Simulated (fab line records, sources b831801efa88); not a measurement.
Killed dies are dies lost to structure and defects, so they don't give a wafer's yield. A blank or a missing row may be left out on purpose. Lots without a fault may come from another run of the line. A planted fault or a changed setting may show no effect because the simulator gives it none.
Which tool did it? | flow gf180mcu | 24 lots, 72 wafers sampled, at 6 steps of a route of 602

WHAT THE GAUGES READ, wafer by wafer
GF_V5_THK_MEAS_01. Usual: V5_CVD_00_THK 299 nm, standard deviation 3.1.
lot  | measured     | on            | V5_CVD_00_THK (nm) | flag
L074 | day 26 15:38 | film_metro-01 | 303 302 298        |
L075 | day 26 16:09 | film_metro-01 | 300 309 303        |
L076 | day 27 03:03 | film_metro-01 | 302 301 302        |
L077 | day 27 14:30 | film_metro-03 | 298 299 301        |
L078 | day 27 18:59 | film_metro-04 | 300 299 298        |
L079 | day 27 19:41 | film_metro-01 | 300 301 299        |
L080 | day 28 08:29 | film_metro-04 | 302 297 297        |
L081 | day 28 14:58 | film_metro-04 | 295 299 294        |
L082 | day 28 21:40 | film_metro-04 | 302 301 297        |
L083 | day 29 03:31 | film_metro-04 | 298 297 294        |
L084 | day 29 11:30 | film_metro-01 | 302 298 301        |
L085 | day 29 21:02 | film_metro-04 | 300 296 298        |
L086 | day 30 00:34 | film_metro-03 | 297 304 300        |
L087 | day 30 14:07 | film_metro-03 | 295 298 297        |
L088 | day 30 16:49 | film_metro-01 | 288 297 297        |
L089 | day 30 19:10 | film_metro-04 | 297 297 294        |
L090 | day 31 04:31 | film_metro-01 | 297 297 291        |
L091 | day 31 10:26 | film_metro-01 | 298 300 298        |
L092 | day 31 19:50 | film_metro-03 | 298 295 299        |
L093 | day 31 21:55 | film_metro-01 | 296 301 298        |
L094 | day 32 04:09 | film_metro-01 | 300 299 301        |
L095 | day 32 12:41 | film_metro-01 | 301 293 302        |
L096 | day 32 14:55 | film_metro-01 | 298 297 304        |
L097 | day 32 20:14 | film_metro-01 | 298 298 294        |

WHICH TOOL RAN EACH LOT (tool, then ch and the chambers of the sampled wafers, then the start)
lot  | GF_V4_SPUTTER_21             | GF_MIM_SPUTTER_00            | GF_MIM_SPUTTER_01            | GF_MIM_SPUTTER_09            | GF_MIM_METAL_ETCH_19
L074 | pvd_sputter-03, day 24 18:25 | pvd_sputter-02, day 24 19:06 | pvd_sputter-02, day 24 19:12 | pvd_sputter-03, day 24 19:29 | rie_metal-03 ch 0,1, day 25 16:38
L075 | pvd_sputter-02, day 24 19:50 | pvd_sputter-03, day 24 20:31 | pvd_sputter-03, day 24 20:37 | pvd_sputter-02, day 24 20:54 | rie_metal-02 ch 0,1, day 25 17:43
L076 | pvd_sputter-03, day 25 07:23 | pvd_sputter-02, day 25 08:05 | pvd_sputter-02, day 25 08:11 | pvd_sputter-03, day 25 08:28 | rie_metal-04 ch 0,1, day 26 05:27
L077 | pvd_sputter-03, day 25 18:26 | pvd_sputter-02, day 25 19:07 | pvd_sputter-02, day 25 19:13 | pvd_sputter-03, day 25 19:30 | rie_metal-02 ch 0,1, day 26 16:31
L078 | pvd_sputter-01, day 25 23:16 | pvd_sputter-03, day 25 23:58 | pvd_sputter-03, day 26 00:04 | pvd_sputter-04, day 26 00:21 | rie_metal-03 ch 0,1, day 26 20:54
L079 | pvd_sputter-02, day 26 00:06 | pvd_sputter-03, day 26 00:47 | pvd_sputter-03, day 26 00:53 | pvd_sputter-02, day 26 01:10 | rie_metal-04 ch 0,1, day 26 21:22
L080 | pvd_sputter-01, day 26 14:17 | pvd_sputter-03, day 26 14:59 | pvd_sputter-03, day 26 15:05 | pvd_sputter-02, day 26 15:22 | rie_metal-02 ch 0,1, day 27 11:41
L081 | pvd_sputter-02, day 26 19:41 | pvd_sputter-03, day 26 20:23 | pvd_sputter-03, day 26 20:29 | pvd_sputter-02, day 26 20:46 | rie_metal-03 ch 1, day 27 17:34
L082 | pvd_sputter-02, day 27 02:36 | pvd_sputter-04, day 27 03:17 | pvd_sputter-04, day 27 03:23 | pvd_sputter-03, day 27 03:40 | rie_metal-04 ch 0,1, day 28 00:06
L083 | pvd_sputter-01, day 27 09:16 | pvd_sputter-02, day 27 09:58 | pvd_sputter-02, day 27 10:04 | pvd_sputter-03, day 27 10:21 | rie_metal-02 ch 0,1, day 28 06:30
L084 | pvd_sputter-02, day 27 17:59 | pvd_sputter-03, day 27 18:45 | pvd_sputter-03, day 27 18:51 | pvd_sputter-04, day 27 19:08 | rie_metal-04 ch 0,1, day 28 14:54
L085 | pvd_sputter-03, day 28 03:44 | pvd_sputter-04, day 28 04:26 | pvd_sputter-04, day 28 04:32 | pvd_sputter-02, day 28 04:49 | rie_metal-04 ch 0,1, day 29 00:27
L086 | pvd_sputter-03, day 28 07:41 | pvd_sputter-04, day 28 08:22 | pvd_sputter-04, day 28 08:28 | pvd_sputter-02, day 28 08:45 | rie_metal-02 ch 0,1, day 29 04:29
L087 | pvd_sputter-01, day 28 20:56 | pvd_sputter-02, day 28 21:37 | pvd_sputter-02, day 28 21:43 | pvd_sputter-03, day 28 22:00 | rie_metal-03 ch 0,1, day 29 17:26
L088 | pvd_sputter-03, day 29 01:00 | pvd_sputter-02, day 29 01:42 | pvd_sputter-02, day 29 01:48 | pvd_sputter-03, day 29 02:05 | rie_metal-02 ch 0,1, day 29 21:02
L089 | pvd_sputter-03, day 29 03:46 | pvd_sputter-04, day 29 04:27 | pvd_sputter-04, day 29 04:33 | pvd_sputter-02, day 29 04:50 | rie_metal-04 ch 0,1, day 29 23:18
L090 | pvd_sputter-01, day 29 13:31 | pvd_sputter-03, day 29 14:13 | pvd_sputter-03, day 29 14:19 | pvd_sputter-04, day 29 14:36 | rie_metal-04 ch 0,1, day 30 09:09
L091 | pvd_sputter-03, day 29 19:47 | pvd_sputter-04, day 29 20:28 | pvd_sputter-04, day 29 20:34 | pvd_sputter-03, day 29 20:51 | rie_metal-03 ch 0,1, day 30 15:05
L092 | pvd_sputter-01, day 30 05:56 | pvd_sputter-02, day 30 06:38 | pvd_sputter-02, day 30 06:44 | pvd_sputter-04, day 30 07:01 | rie_metal-04 ch 0,1, day 31 01:06
L093 | pvd_sputter-01, day 30 08:08 | pvd_sputter-03, day 30 08:49 | pvd_sputter-03, day 30 08:55 | pvd_sputter-02, day 30 09:12 | rie_metal-04 ch 0,1, day 31 03:16
L094 | pvd_sputter-03, day 30 14:28 | pvd_sputter-04, day 30 15:10 | pvd_sputter-04, day 30 15:16 | pvd_sputter-02, day 30 15:33 | rie_metal-02 ch 0,1, day 31 09:47
L095 | pvd_sputter-02, day 30 23:46 | pvd_sputter-03, day 31 00:29 | pvd_sputter-03, day 31 00:35 | pvd_sputter-02, day 31 00:52 | rie_metal-03 ch 0,1, day 31 18:23
L096 | pvd_sputter-03, day 31 02:35 | pvd_sputter-04, day 31 03:17 | pvd_sputter-04, day 31 03:23 | pvd_sputter-02, day 31 03:40 | rie_metal-04 ch 0,1, day 31 21:06
L097 | pvd_sputter-01, day 31 08:45 | pvd_sputter-04, day 31 09:26 | pvd_sputter-04, day 31 09:32 | pvd_sputter-02, day 31 09:49 | rie_metal-04 ch 0,1, day 32 02:55
- GF_V4_SPUTTER_21: material Ti, target thk 15 nm, time 80.02 s.
- GF_MIM_SPUTTER_00: material Ti, target thk 37.5 nm, time 150 s.
- GF_MIM_SPUTTER_01: material TiN, target thk 30 nm, time 25 s.
- GF_MIM_SPUTTER_09: material TiN, target thk 35 nm, time 29.2 s.
- GF_MIM_METAL_ETCH_19: etches the open film in Cl2/BCl3, stops on Si3N4, target depth 324.5 nm, time 54.1 s.

WHAT THE TOOLS THEMSELVES READ (means of the sampled wafers that have a number; where no wafer has one, the mark that the record gives instead)
GF_V4_SPUTTER_21. Usual: substrate_temp_c 199.97 C, standard deviation 0.15; throttle_valve_pct 30.2 %, standard deviation 0.72.
lot  | tool           | substrate_temp_c (C) | throttle_valve_pct (%) | flag
L074 | pvd_sputter-03 | 200.04               | 29.5                   |
L075 | pvd_sputter-02 | 199.94               | 30.7                   |
L076 | pvd_sputter-03 | 200.07               | 29.3                   |
L077 | pvd_sputter-03 | 200.02               | 30.1                   |
L078 | pvd_sputter-01 | 199.98               | 31.1                   |
L079 | pvd_sputter-02 | 199.83               | 30.9                   |
L080 | pvd_sputter-01 | 199.98               | 30.1                   |
L081 | pvd_sputter-02 | 200.07               | 31.0                   |
L082 | pvd_sputter-02 | 199.99               | 30.7                   |
L083 | pvd_sputter-01 | 199.96               | 29.9                   |
L084 | pvd_sputter-02 | 199.94               | 30.6                   |
L085 | pvd_sputter-03 | 199.98               | 29.5                   |
L086 | pvd_sputter-03 | 199.85               | 29.8                   |
L087 | pvd_sputter-01 | 199.94               | 30.5                   |
L088 | pvd_sputter-03 | 200.08               | 29.9                   |
L089 | pvd_sputter-03 | 199.83               | 29.6                   |
L090 | pvd_sputter-01 | 200.10               | 29.8                   |
L091 | pvd_sputter-03 | 200.06               | 30.2                   |
L092 | pvd_sputter-01 | 200.01               | 30.6                   |
L093 | pvd_sputter-01 | 199.74               | 30.5                   |
L094 | pvd_sputter-03 | 199.96               | 29.8                   |
L095 | pvd_sputter-02 | 200.13               | 30.8                   |
L096 | pvd_sputter-03 | 200.00               | 30.1                   |
L097 | pvd_sputter-01 | 199.92               | 29.8                   |

GF_MIM_SPUTTER_00. Usual: substrate_temp_c 199.99 C, standard deviation 0.18; throttle_valve_pct 30.2 %, standard deviation 0.71.
lot  | tool           | substrate_temp_c (C) | throttle_valve_pct (%) | flag
L074 | pvd_sputter-02 | 200.19               | 31.0                   |
L075 | pvd_sputter-03 | 199.96               | 29.7                   |
L076 | pvd_sputter-02 | 200.08               | 30.8                   |
L077 | pvd_sputter-02 | 199.94               | 30.8                   |
L078 | pvd_sputter-03 | 199.85               | 29.6                   |
L079 | pvd_sputter-03 | 199.99               | 30.0                   |
L080 | pvd_sputter-03 | 199.95               | 29.9                   |
L081 | pvd_sputter-03 | 199.99               | 29.9                   |
L082 | pvd_sputter-04 | 200.06               | 30.2                   |
L083 | pvd_sputter-02 | 200.08               | 31.0                   |
L084 | pvd_sputter-03 | 199.89               | 29.5                   |
L085 | pvd_sputter-04 | 200.02               | 30.0                   |
L086 | pvd_sputter-04 | 199.89               | 30.9                   |
L087 | pvd_sputter-02 | 200.12               | 30.8                   |
L088 | pvd_sputter-02 | 200.08               | 30.8                   |
L089 | pvd_sputter-04 | 200.13               | 30.2                   |
L090 | pvd_sputter-03 | 200.12               | 29.7                   |
L091 | pvd_sputter-04 | 200.15               | 29.9                   |
L092 | pvd_sputter-02 | 199.69               | 30.6                   |
L093 | pvd_sputter-03 | 200.03               | 29.8                   |
L094 | pvd_sputter-04 | 199.92               | 29.6                   |
L095 | pvd_sputter-03 | 200.06               | 29.6                   |
L096 | pvd_sputter-04 | 199.88               | 29.7                   |
L097 | pvd_sputter-04 | 200.13               | 30.5                   |

GF_MIM_SPUTTER_01. Usual: throttle_valve_pct 30.2 %, standard deviation 0.66.
lot  | tool           | throttle_valve_pct (%) | flag
L074 | pvd_sputter-02 | 31.0                   |
L075 | pvd_sputter-03 | 29.6                   |
L076 | pvd_sputter-02 | 30.8                   |
L077 | pvd_sputter-02 | 30.7                   |
L078 | pvd_sputter-03 | 29.6                   |
L079 | pvd_sputter-03 | 30.1                   |
L080 | pvd_sputter-03 | 30.1                   |
L081 | pvd_sputter-03 | 29.8                   |
L082 | pvd_sputter-04 | 30.1                   |
L083 | pvd_sputter-02 | 30.9                   |
L084 | pvd_sputter-03 | 29.7                   |
L085 | pvd_sputter-04 | 30.0                   |
L086 | pvd_sputter-04 | 30.7                   |
L087 | pvd_sputter-02 | 30.6                   |
L088 | pvd_sputter-02 | 30.9                   |
L089 | pvd_sputter-04 | 30.2                   |
L090 | pvd_sputter-03 | 29.8                   |
L091 | pvd_sputter-04 | 29.9                   |
L092 | pvd_sputter-02 | 30.6                   |
L093 | pvd_sputter-03 | 29.9                   |
L094 | pvd_sputter-04 | 30.1                   |
L095 | pvd_sputter-03 | 29.6                   |
L096 | pvd_sputter-04 | 29.8                   |
L097 | pvd_sputter-04 | 30.5                   |

GF_MIM_SPUTTER_09. Usual: throttle_valve_pct 30.4 %, standard deviation 0.68.
lot  | tool           | throttle_valve_pct (%) | flag
L074 | pvd_sputter-03 | 30.3                   |
L075 | pvd_sputter-02 | 30.8                   |
L076 | pvd_sputter-03 | 30.2                   |
L077 | pvd_sputter-03 | 29.6                   |
L078 | pvd_sputter-04 | 29.7                   |
L079 | pvd_sputter-02 | 30.8                   |
L080 | pvd_sputter-02 | 30.9                   |
L081 | pvd_sputter-02 | 31.0                   |
L082 | pvd_sputter-03 | 29.9                   |
L083 | pvd_sputter-03 | 29.9                   |
L084 | pvd_sputter-04 | 30.4                   |
L085 | pvd_sputter-02 | 30.5                   |
L086 | pvd_sputter-02 | 30.8                   |
L087 | pvd_sputter-03 | 29.8                   |
L088 | pvd_sputter-03 | 30.3                   |
L089 | pvd_sputter-02 | 30.9                   |
L090 | pvd_sputter-04 | 29.9                   |
L091 | pvd_sputter-03 | 29.5                   |
L092 | pvd_sputter-04 | 30.6                   |
L093 | pvd_sputter-02 | 30.5                   |
L094 | pvd_sputter-02 | 30.7                   |
L095 | pvd_sputter-02 | 30.6                   |
L096 | pvd_sputter-02 | 31.0                   |
L097 | pvd_sputter-02 | 30.6                   |

GF_MIM_METAL_ETCH_19. Usual: drypump_motor_current_A 5.82 A, standard deviation 0.19; oes_product_au 0.941 a.u., standard deviation 0.0068; rf_fwd_power_W 792.7 W, standard deviation 3; throttle_valve_pct 28.285 %, standard deviation 0.01.
lot  | tool         | drypump_motor_current_A (A) | oes_product_au (a.u.) | rf_fwd_power_W (W) | throttle_valve_pct (%) | flag
L074 | rie_metal-03 | 5.80                        | 0.945                 | 792.2              | 28.287                 |
L075 | rie_metal-02 | 6.04                        | 0.944                 | 797.3              | 28.279                 |
L076 | rie_metal-04 | 5.71                        | 0.932                 | 790.5              | 28.285                 |
L077 | rie_metal-02 | 6.05                        | 0.948                 | 795.9              | 28.283                 |
L078 | rie_metal-03 | 5.67                        | 0.947                 | 793.6              | 28.286                 |
L079 | rie_metal-04 | 5.79                        | 0.941                 | 793.5              | 28.290                 |
L080 | rie_metal-02 | 6.05                        | 0.935                 | 794.0              | 28.296                 |
L081 | rie_metal-03 | 5.55                        | 0.942                 | 790.3              | 28.279                 |
L082 | rie_metal-04 | 5.79                        | 0.943                 | 792.8              | 28.292                 |
L083 | rie_metal-02 | 6.00                        | 0.942                 | 794.0              | 28.288                 |
L084 | rie_metal-04 | 5.72                        | 0.950                 | 791.9              | 28.278                 |
L085 | rie_metal-04 | 5.81                        | 0.943                 | 790.0              | 28.283                 |
L086 | rie_metal-02 | 6.01                        | 0.940                 | 795.1              | 28.282                 |
L087 | rie_metal-03 | 5.80                        | 0.937                 | 792.6              | 28.292                 |
L088 | rie_metal-02 | 6.03                        | 0.938                 | 794.9              | 28.282                 |
L089 | rie_metal-04 | 5.79                        | 0.943                 | 792.8              | 28.277                 |
L090 | rie_metal-04 | 5.71                        | 0.940                 | 789.5              | 28.291                 |
L091 | rie_metal-03 | 5.78                        | 0.938                 | 792.4              | 28.293                 |
L092 | rie_metal-04 | 5.71                        | 0.940                 | 791.1              | 28.289                 |
L093 | rie_metal-04 | 5.73                        | 0.937                 | 793.5              | 28.280                 |
L094 | rie_metal-02 | 6.00                        | 0.936                 | 794.7              | 28.280                 |
L095 | rie_metal-03 | 5.83                        | 0.942                 | 796.2              | 28.278                 |
L096 | rie_metal-04 | 5.78                        | 0.946                 | 791.8              | 28.283                 |
L097 | rie_metal-04 | 5.79                        | 0.947                 | 792.3              | 28.282                 |

THE ANSWER, worked out from the rows above alone
Rule: a lot is off if the mean of its wafers that have a number lies more than 3 standard deviations from the usual mean. A lot without any number at a reading at which 4 lots or more have one is off too. The other lots that the step has rows for count as sound. The gauges are gone through in route order, then the tools' own readings, and for those a lot's mean is taken as printed above. The first step at which some lot is off is used, and at that step the reading that is off furthest; a lot without a number counts as furthest.
No lot is off at any reading shown: from this, nothing can be told.

WHAT THE SIMULATOR HAD PUT IN
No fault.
